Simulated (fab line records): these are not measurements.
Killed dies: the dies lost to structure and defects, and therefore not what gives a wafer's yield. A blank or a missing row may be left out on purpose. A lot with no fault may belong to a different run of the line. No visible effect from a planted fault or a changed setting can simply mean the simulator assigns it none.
Problem report, 8D (eight disciplines) form, completed by code -- flow gf180mcu -- the parts of the form that need people (team, actions taken, sign-off) are left out

== 1. WHAT IS WRONG ==
At GF_SAB_ETCH_11, oes_product_au averages 1.197 a.u. over 9 wafers from 3 lots, while fault-free wafers read 1.000 a.u., standard deviation 0.0079. Measured from the usual mean, that is +25 standard deviations.
The step: etches SiO2 in C4F8/O2/Ar, target depth 55 nm, time 8.5 s.
The first sign was on wafer L956.2 at day 19 21:52, on rie_diel-01. The record has a number at this step for 21 wafers belonging to 7 lots. By rule, "out" or "out of limits" means more than 4 standard deviations away from the usual mean. The other wafers with a number count as sound.

== 2. WHAT THIS IS AND IS NOT ==
question,is,is not
which readings at this step,oes_product_au,-
which lots,"L956, L957, L958","L945, L947, L959, L964"
which wafers of those lots,all that have a number,-
read on which tools,rie_diel-01,"rie_diel-03, rie_diel-04"
when,from day 19 21:52,"up to then (6 sound wafers); but 6 sound wafers of L959, L964 came after"

== 3. THE SUSPECTS, EACH WITH WHAT RULES IT OUT ==
Counting: a tool at a process step up to the reading stays a suspect if it ran every lot that is out and no sound lot after the first of them.
- rie_diel-01 at GF_SAB_ETCH_11 (etches SiO2 in C4F8/O2/Ar, target depth 55 nm, time 8.5 s): kept. It processed each lot that is out, first L956 at day 19 21:52, and no sound lot thereafter; up to then, the last sound lot it processed was L945 at day 15 16:40. On those wafers its own readings are out: oes_product_au.
The count leaves rie_diel-01 at GF_SAB_ETCH_11.

== 4. THE CAUSE (what the simulator had put in) ==
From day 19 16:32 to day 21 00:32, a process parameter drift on rie_diel-01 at GF_SAB_ETCH_11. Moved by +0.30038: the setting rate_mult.
This tool alone remained once counting was done.

== 5. THE CHAIN OF EFFECTS, in route order ==
Each row: a reading whose mean over the struck wafers that have a number lies more than 3 standard deviations from the usual. Only readings for which the record gives a usual standard deviation are gone through. hours: the time from each lot's start at the first step in this table that gives one to its start at this step, as a median over the lots. sigmas: the change in usual standard deviations.
hours,step,reading,usual,on struck wafers,change,sigmas
0,GF_SAB_ETCH_11,oes_product_au,1.000 a.u.,1.197,+0.197,+25
The process steps in it:
- GF_SAB_ETCH_11: etches SiO2 in C4F8/O2/Ar, target depth 55 nm, time 8.5 s.

== 6. HOW IT WOULD HAVE BEEN CAUGHT EARLIER ==
First out-of-limits reading in this record: day 19 21:52, which is 5 hours after fault onset at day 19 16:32.
